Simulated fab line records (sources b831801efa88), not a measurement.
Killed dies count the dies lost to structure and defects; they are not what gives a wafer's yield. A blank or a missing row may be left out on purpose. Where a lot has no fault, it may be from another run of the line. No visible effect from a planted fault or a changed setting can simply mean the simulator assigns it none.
The tool behind it: which one?	flow gf180mcu	6 lots, 18 wafers sampled, at 3 steps of a route of 602

## WHAT THE GAUGES READ, wafer by wafer
GF_DUAL_GATE_THK_MEAS_03.
lot	measured	on	DUAL_GATE_OXIDATION_00_THK (nm)
L756	day 8 05:22	filmMetro-01	10.91 10.88 11.07
L761	day 9 13:56	filmMetro-01	10.48 10.64 10.40
L765	day 10 21:45	filmMetro-01	16.79 16.87 17.17
L769	day 11 20:40	filmMetro-02	16.64 16.84 16.89
L772	day 12 15:32	filmMetro-04	10.83 10.82 10.92
L775	day 13 14:23	filmMetro-04	10.99 10.68 10.80

## TOOL THAT RAN EACH LOT (tool first, then ch and the chambers of the sampled wafers, then the start)
lot	GF_VT_IMPLANT_RTA_45	GF_DUAL_GATE_OXIDATION_02
L756	rtpAnneal-01 ch 0, day 8 01:51	furnace-02 ch 0, day 8 03:55
L761	rtpAnneal-01 ch 0, day 9 11:42	furnace-01 ch 0, day 9 12:29
L765	rtpAnneal-01 ch 0, day 10 16:39	furnace-01 ch 0, day 10 17:28
L769	rtpAnneal-01 ch 0, day 11 16:51	furnace-01 ch 0, day 11 17:37
L772	rtpAnneal-01 ch 0, day 12 13:19	furnace-01 ch 0, day 12 14:04
L775	rtpAnneal-02 ch 0, day 13 12:10	furnace-02 ch 0, day 13 12:56
- GF_VT_IMPLANT_RTA_45: time 30 s.
- GF_DUAL_GATE_OXIDATION_02: stabilise 600 s, purge 300 s, target thk 10.887 nm.

## THE ANSWER, worked out from the rows above alone
Rule: the usual values come from the lots themselves. Put in order of their means at a reading, lots are off if they are a third of the lots or fewer, leave a main group of 4 or more, and stand apart from it by a gap of 3 or more times the standard deviation of the main group's means; of several such gaps the widest counts. Not used: any main group whose means are identical at the precision the tables above print for the reading. Also off: a lot with no number at a reading for which 4 or more lots have one. Any other lot the step has rows for is counted as sound.
Off: L765, L769, at GF_DUAL_GATE_THK_MEAS_03 (DUAL_GATE_OXIDATION_00_THK). Mean 10.79 nm and standard deviation 0.17 in the main group.
If a tool, at a process step before that reading, ran all the lots that are off and no sound lot after the first of them, it fits. Gauges at GF_DUAL_GATE_THK_MEAS_03: tried the same way as those tools. No candidate that was tried fits.

## WHAT THE SIMULATOR HAD INSERTED
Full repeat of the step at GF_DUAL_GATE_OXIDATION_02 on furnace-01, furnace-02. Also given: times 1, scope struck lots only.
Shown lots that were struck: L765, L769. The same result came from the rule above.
